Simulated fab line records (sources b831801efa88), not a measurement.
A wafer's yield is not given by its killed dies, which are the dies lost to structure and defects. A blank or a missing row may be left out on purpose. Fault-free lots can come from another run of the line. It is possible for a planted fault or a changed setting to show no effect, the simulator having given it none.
fab line records    flow gf180mcu
[record] lots = 14  wafers = 39  last_day = 34
route steps=602 shown STI@24 MVPSD@85 CONTACT@312
lots that met no fault: taken from a fault-free run of the same line
start_h: start of the lot's first displayed wafer, in hours after the record's first day    wait_h: hours from the lot's prior step to this one    " the same as in the row above    L1.1+2: a single row standing in for several wafers    - value missing, or start not given    * or withheld: withheld    < > ~ a bound
route shown NAME@n: names a module that has steps shown in the file, with the first one's number in the route    usual: mean/standard deviation of fault-free wafers    same: alike in all rows    chamber/n: place in a boat    sites: the reading at each site    _std_site: their standard deviation    _edge_site: outer sites' mean less inner sites'    radius_mm: for every site, how far away it sits from the centre of the wafer    mask NAME#n: copy n    behind: tool/chamber where the wafer was last shaped    hold: what put the lot on hold/how long, in hours/how the hold closed    device: whichever transistor did not switch (one of n, p or np)    end of line: the tests these same wafers got at the end of their route    a step without rows: its recipe alone    killed: not the wafer's yield, but the dies lost to structure and defects at the first sort    map: dies across one wafer; x = killed, . = not, _ = none there
set.NAME: the run value of the setting; set.NAME@STEP: its run value at that earlier step    model.NAME: the simulator's own value behind a step, which no gauge read
one table for each step of the route and one row for each wafer, over a sample of lots
services: from which hour (start_h, from the record's first day; less than 0 if before it) a tool's chamber was out of use, for how many hours, and why
[[steps]]
[step GF_STI_CVD_23]
[recipe] material = SiO2  target_thk_nm = 650  sigma_open_frac = 0.3  time_s = 108.3  temp_c = 600  sih4_flow_sccm = 60  pressure_mtorr = 6
[usual] susceptor_temp_C = 600.00/0.26
lot.wafer  tool       chamber  start_h  wait_h  susceptor_temp_C
L463.1     hdpcvd-01  2        30.20    0.1     600.09
L463.3     "          0        "        "       600.43
L463.6     "          0        "        "       600.29
L464.1     hdpcvd-02  2        32.12    0.1     600.27
L464.2     "          0        "        "       600.06
L464.3     "          1        "        "       599.97
L465.2     hdpcvd-02  1        39.62    0.0     599.59
L465.5     "          1        "        "       599.78
L465.6     "          2        "        "       599.97
L467.2     hdpcvd-02  1        48.25    0.0     600.00
L467.3     "          2        "        "       599.56
L467.4     "          1        "        "       599.86
L468.3     hdpcvd-01  1        52.85    0.0     599.98
L468.4     "          0        "        "       599.70
L468.5     "          1        "        "       599.75
L469.2     hdpcvd-01  2        59.82    0.0     599.68
L469.3     "          1        "        "       600.00
L469.6     "          2        "        "       599.99
L472.4     hdpcvd-02  0        76.02    0.1     599.80
L472.5     "          2        "        "       599.92
L472.6     "          1        "        "       600.32
L473.2     hdpcvd-01  2        82.79    0.0     600.17
L473.3     "          0        "        "       599.55
L473.4     "          0        "        "       600.12
L475.1     hdpcvd-01  0        94.87    0.1     599.82
L475.4     "          2        "        "       600.28
L475.5     "          1        "        "       600.10
L478.1     hdpcvd-01  2        105.98   0.1     599.73
L478.4     "          2        "        "       600.24
L478.6     "          1        "        "       600.10
L482.5     hdpcvd-02  2        126.37   0.0     599.70
L482.6     "          0        "        "       599.83
L484.1     hdpcvd-02  0        135.85   0.1     599.85
L484.3     "          1        "        "       600.19
L485.1     hdpcvd-02  0        140.49   0.1     599.86
L485.6     "          1        "        "       600.22
L486.1     hdpcvd-01  2        148.74   0.1     599.63
L486.2     "          1        "        "       600.11
L486.3     "          0        "        "       600.40
[step GF_STI_THK_MEAS_24]
[recipe] reads = SiO2_of_STI_CVD_23
[usual] STI_CVD_23_THK = 653/7.7
lot.wafer  tool           chamber  start_h  wait_h  STI_CVD_23_THK[nm]
L463.1     film_metro-01  -        30.28    0.0     656
L463.3     "              -        "        "       660
L463.6     "              -        "        "       659
L464.1     film_metro-01  -        32.19    0.0     655
L464.2     "              -        "        "       652
L464.3     "              -        "        "       655
L465.2     film_metro-02  -        39.71    0.0     669
L465.5     "              -        "        "       667
L465.6     "              -        "        "       658
L467.2     film_metro-02  -        48.34    0.0     654
L467.3     "              -        "        "       656
L467.4     "              -        "        "       645
L468.3     film_metro-03  -        52.95    0.1     677
L468.4     "              -        "        "       662
L468.5     "              -        "        "       672
L469.2     film_metro-03  -        59.90    0.0     654
L469.3     "              -        "        "       666
L469.6     "              -        "        "       654
L472.4     film_metro-02  -        76.09    0.0     655
L472.5     "              -        "        "       653
L472.6     "              -        "        "       654
L473.2     film_metro-03  -        82.87    0.0     653
L473.3     "              -        "        "       654
L473.4     "              -        "        "       649
L475.1     film_metro-02  -        94.94    0.0     657
L475.4     "              -        "        "       651
L475.5     "              -        "        "       662
L478.1     film_metro-02  -        106.06   0.0     651
L478.4     "              -        "        "       650
L478.6     "              -        "        "       657
L482.5     film_metro-03  -        126.44   0.0     938
L482.6     "              -        "        "       657
L484.1     film_metro-01  -        135.93   0.0     906
L484.3     "              -        "        "       639
L485.1     film_metro-03  -        140.56   0.0     918
L485.6     "              -        "        "       641
L486.1     film_metro-01  -        148.82   0.0     648
L486.2     "              -        "        "       645
L486.3     "              -        "        "       643
[step GF_STI_CMP_25]
[recipe] stop_on = Si3N4  t_overpolish_s = 33  down_force_psi = 4  platen_rpm = 60  target_thk_nm = 524.6  pad_velocity_m_s = 0.94248
[usual] edge_zone_pressure_frac = 1.001/0.005  motor_current_A = 12.3/2.2  slurry_flow_ml_min = 150.0/0.48  time_to_endpoint_s = 124/4.8
lot.wafer  tool    chamber  start_h  wait_h  edge_zone_pressure_frac  motor_current_A  slurry_flow_ml_min  time_to_endpoint_s
L463.3     cmp-02  0        30.34    0.0     1.002                    15.5             149.2               124
L463.1     "       3        "        "       0.998                    10.2             149.8               124
L463.6     "       0        "        "       1.003                    16.2             149.9               127
L464.1     cmp-01  1        32.25    0.1     1.002                    12.6             150.2               124
L464.3     "       3        "        "       1.008                    10.0             150.5               124
L464.2     "       0        "        "       1.009                    14.0             149.8               130
L465.2     cmp-01  0        39.76    0.0     1.008                    14.0             150.6               131
L465.6     "       0        "        "       1.008                    13.6             150.7               129
L465.5     "       1        "        "       1.002                    13.0             150.1               126
L467.2     cmp-02  3        48.39    0.0     1.002                    10.5             149.5               122
L467.4     "       0        "        "       1.008                    16.2             150.5               118
L467.3     "       1        "        "       1.007                    14.2             150.5               125
L468.4     cmp-01  2        52.99    0.0     1.001                    10.2             149.9               125
L468.3     "       0        "        "       0.993                    13.7             150.8               132
L468.5     "       2        "        "       1.000                    9.5              149.6               132
L469.2     cmp-01  2        59.95    0.0     1.004                    9.9              149.9               128
L469.3     "       1        "        "       0.999                    12.5             149.9               130
L469.6     "       2        "        "       1.000                    10.1             150.4               131
L472.4     cmp-01  1        76.12    0.0     1.007                    12.7             149.4               120
L472.6     "       1        "        "       1.007                    12.5             149.6               120
L472.5     "       2        "        "       1.008                    9.6              149.9               118
L473.2     cmp-02  2        82.92    0.0     1.004                    11.2             150.1               127
L473.3     "       0        "        "       0.997                    15.2             149.7               120
L473.4     "       1        "        "       0.999                    13.4             149.9               124
L475.1     cmp-01  3        95.00    0.1     1.003                    10.0             150.1               119
L475.4     "       1        "        "       1.013                    13.3             150.5               124
L475.5     "       3        "        "       1.001                    10.0             150.7               125
L478.4     cmp-02  1        106.12   0.0     1.003                    14.0             150.0               128
L478.1     "       3        "        "       1.000                    10.3             151.1               118
L478.6     "       1        "        "       1.003                    14.1             149.8               129
L482.6     cmp-01  3        126.66   0.2     0.995                    10.1             149.1               125
L482.5     "       0        "        "       1.001                    13.6             149.7               179
L484.1     cmp-02  3        135.99   0.1     1.003                    10.7             149.6               170
L484.3     "       0        "        "       0.998                    16.2             149.8               121
L485.1     cmp-02  1        140.62   0.1     0.997                    14.6             149.9               183
L485.6     "       1        "        "       0.995                    14.7             149.0               129
L486.3     cmp-01  0        148.93   0.1     1.003                    14.0             150.1               123
L486.2     "       1        "        "       0.996                    13.2             149.3               119
L486.1     "       2        "        "       1.001                    9.7              150.5               121
[step GF_MVPSD_OVL_MEAS_07]
[usual] MVPSD_OVL = -0.1/1.6
lot.wafer  tool        chamber  start_h  wait_h  MVPSD_OVL[nm]
L463.1     overlay-02  -        99.31    -       0.0
L463.3     "           -        "        "       0.4
L463.6     "           -        "        "       -2.9
L464.1     overlay-01  -        100.61   -       -2.6
L464.2     "           -        "        "       -3.1
L464.3     "           -        "        "       -3.6
L465.2     overlay-02  -        109.42   -       -1.6
L465.5     "           -        "        "       -0.9
L465.6     "           -        "        "       -2.2
L467.2     overlay-02  -        119.69   -       -0.1
L467.3     "           -        "        "       1.2
L467.4     "           -        "        "       -0.8
L468.3     overlay-02  -        126.22   -       0.8
L468.4     "           -        "        "       0.6
L468.5     "           -        "        "       1.2
L469.2     overlay-01  -        133.60   -       -0.9
L469.3     "           -        "        "       -0.9
L469.6     "           -        "        "       1.2
L472.4     overlay-02  -        154.51   -       0.9
L472.5     "           -        "        "       0.3
L472.6     "           -        "        "       0.8
L473.2     overlay-02  -        161.32   -       2.8
L473.3     "           -        "        "       2.0
L473.4     "           -        "        "       1.5
L475.1     overlay-02  -        178.31   -       -0.7
L475.4     "           -        "        "       -1.3
L475.5     "           -        "        "       -1.1
L478.1     overlay-02  -        187.99   -       0.0
L478.4     "           -        "        "       -1.1
L478.6     "           -        "        "       -0.5
L482.5     overlay-02  -        210.03   -       2.6
L482.6     "           -        "        "       1.4
L484.1     overlay-01  -        221.20   -       1.2
L484.3     "           -        "        "       1.0
L485.1     overlay-01  -        227.05   -       0.9
L485.6     "           -        "        "       2.7
L486.1     overlay-01  -        239.25   -       1.6
L486.2     "           -        "        "       0.9
L486.3     "           -        "        "       0.7
[step GF_CONTACT_RS_MEAS_25]
[recipe] thk_meas_gauge = four-point-probe  reads = W_of_CONTACT_CVD_24+TiN_of_CONTACT_SPUTTER_23+Ti_of_CONTACT_SPUTTER_22
[usual] CONTACT_W_RS = 0.380/0.0074
lot.wafer  tool           chamber  start_h  wait_h  CONTACT_W_RS[ohm/sq]
L463.1     film_metro-04  -        367.03   0.1     0.393
L463.3     "              -        "        "       0.374
L463.6     "              -        "        "       0.374
L464.1     film_metro-04  -        372.66   0.1     0.386
L464.2     "              -        "        "       0.367
L464.3     "              -        "        "       0.375
L465.2     film_metro-02  -        384.39   0.1     0.385
L465.5     "              -        "        "       0.382
L465.6     "              -        "        "       0.377
L467.2     film_metro-01  -        402.62   0.2     0.391
L467.3     "              -        "        "       0.391
L467.4     "              -        "        "       0.387
L468.3     film_metro-04  -        413.36   0.1     0.372
L468.4     "              -        "        "       0.388
L468.5     "              -        "        "       0.373
L469.2     film_metro-04  -        418.09   0.1     0.392
L469.3     "              -        "        "       0.390
L469.6     "              -        "        "       0.378
L472.4     film_metro-02  -        452.18   0.1     0.375
L472.5     "              -        "        "       0.377
L472.6     "              -        "        "       0.369
L473.2     film_metro-04  -        463.42   0.1     0.369
L473.3     "              -        "        "       0.374
L473.4     "              -        "        "       0.388
L475.1     film_metro-04  -        486.87   0.1     0.382
L475.4     "              -        "        "       0.375
L475.5     "              -        "        "       0.391
L478.1     film_metro-01  -        506.92   0.1     0.376
L478.4     "              -        "        "       0.375
L478.6     "              -        "        "       0.392
L482.5     film_metro-02  -        534.11   0.1     0.389
L482.6     "              -        "        "       0.376
L484.1     film_metro-02  -        547.61   0.1     0.375
L484.3     "              -        "        "       0.368
L485.1     film_metro-02  -        554.19   0.1     0.379
L485.6     "              -        "        "       0.387
L486.1     film_metro-02  -        567.00   0.1     0.381
L486.2     "              -        "        "       0.386
L486.3     "              -        "        "       0.384
[step GF_CONTACT_THK_MEAS_26]
[recipe] thk_meas_gauge = xrf  reads = W_of_CONTACT_CVD_24
[usual] CONTACT_W_THK = 299/6.5
lot.wafer  tool           chamber  start_h  wait_h  CONTACT_W_THK[nm]
L463.1     film_metro-04  -        367.15   0.1     291
L463.3     "              -        "        "       305
L463.6     "              -        "        "       304
L464.1     film_metro-04  -        372.78   0.1     297
L464.2     "              -        "        "       309
L464.3     "              -        "        "       303
L465.2     film_metro-02  -        384.50   0.1     293
L465.5     "              -        "        "       296
L465.6     "              -        "        "       300
L467.2     film_metro-01  -        402.73   0.1     286
L467.3     "              -        "        "       286
L467.4     "              -        "        "       290
L468.3     film_metro-04  -        413.46   0.1     307
L468.4     "              -        "        "       295
L468.5     "              -        "        "       307
L469.2     film_metro-04  -        418.20   0.1     292
L469.3     "              -        "        "       295
L469.6     "              -        "        "       304
L472.4     film_metro-02  -        452.27   0.1     303
L472.5     "              -        "        "       302
L472.6     "              -        "        "       308
L473.2     film_metro-04  -        463.53   0.1     309
L473.3     "              -        "        "       305
L473.4     "              -        "        "       293
L475.1     film_metro-04  -        486.99   0.1     302
L475.4     "              -        "        "       308
L475.5     "              -        "        "       294
L478.1     film_metro-01  -        507.04   0.1     298
L478.4     "              -        "        "       299
L478.6     "              -        "        "       287
L482.5     film_metro-02  -        534.19   0.1     291
L482.6     "              -        "        "       303
L484.1     film_metro-02  -        547.73   0.1     304
L484.3     "              -        "        "       305
L485.1     film_metro-02  -        554.31   0.1     297
L485.6     "              -        "        "       292
L486.1     film_metro-02  -        567.12   0.1     295
L486.2     "              -        "        "       292
L486.3     "              -        "        "       293
[[services]]
tool       chamber  start_h  hours  kind
cmp-02     -        11.99    2.5    repair
hdpcvd-01  -        13.25    0.9    repair
cmp-02     -        23.46    6.3    repair
cmp-02     -        32.44    0.5    repair
cmp-01     -        41.47    3.8    pm
cmp-01     -        64.09    4.0    pm
cmp-01     -        68.09    -      consumable_replace:conditioner
cmp-01     -        68.09    -      consumable_replace:pad
cmp-02     -        70.17    2.6    repair
cmp-02     -        95.23    4.0    repair
[[key]]
[first_sign] step = GF_STI_THK_MEAS_24  reading = STI_CVD_23_THK  direction = up  sigmas = 35  usual = 653  struck = 921
[effect] step = GF_STI_CMP_25  reading = time_to_endpoint_s  direction = up  sigmas = 11  usual = *  struck = *
met_at GF_STI_CVD_23
struck_lots L482,L484,L485
struck_wafers L482.5,L484.1,L485.1
tester_left_out L482,L484,L485
not_acting_at GF_MVPSD_OVL_MEAS_07,GF_CONTACT_RS_MEAS_25,GF_CONTACT_THK_MEAS_26
onset_between 76.02 126.37
[fault] kind = process_parameter_drift  tool = hdpcvd-02  chamber = -  onset_h = 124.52  steps = GF_STI_CVD_23  channel = target_thk_nm  offset = 272.81  shape = step  end_h = 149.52  scope = struck_wafers_only  acts_in = these_recipes_only  stated = 650
// tester_left_out: of these lots the tester's yield and bins aren't shown, on N5 and GAA mostly nor the transistor test; their killed dies are dies lost to structure and defects alone, not to doping, threshold or leakage, so they don't give the yield
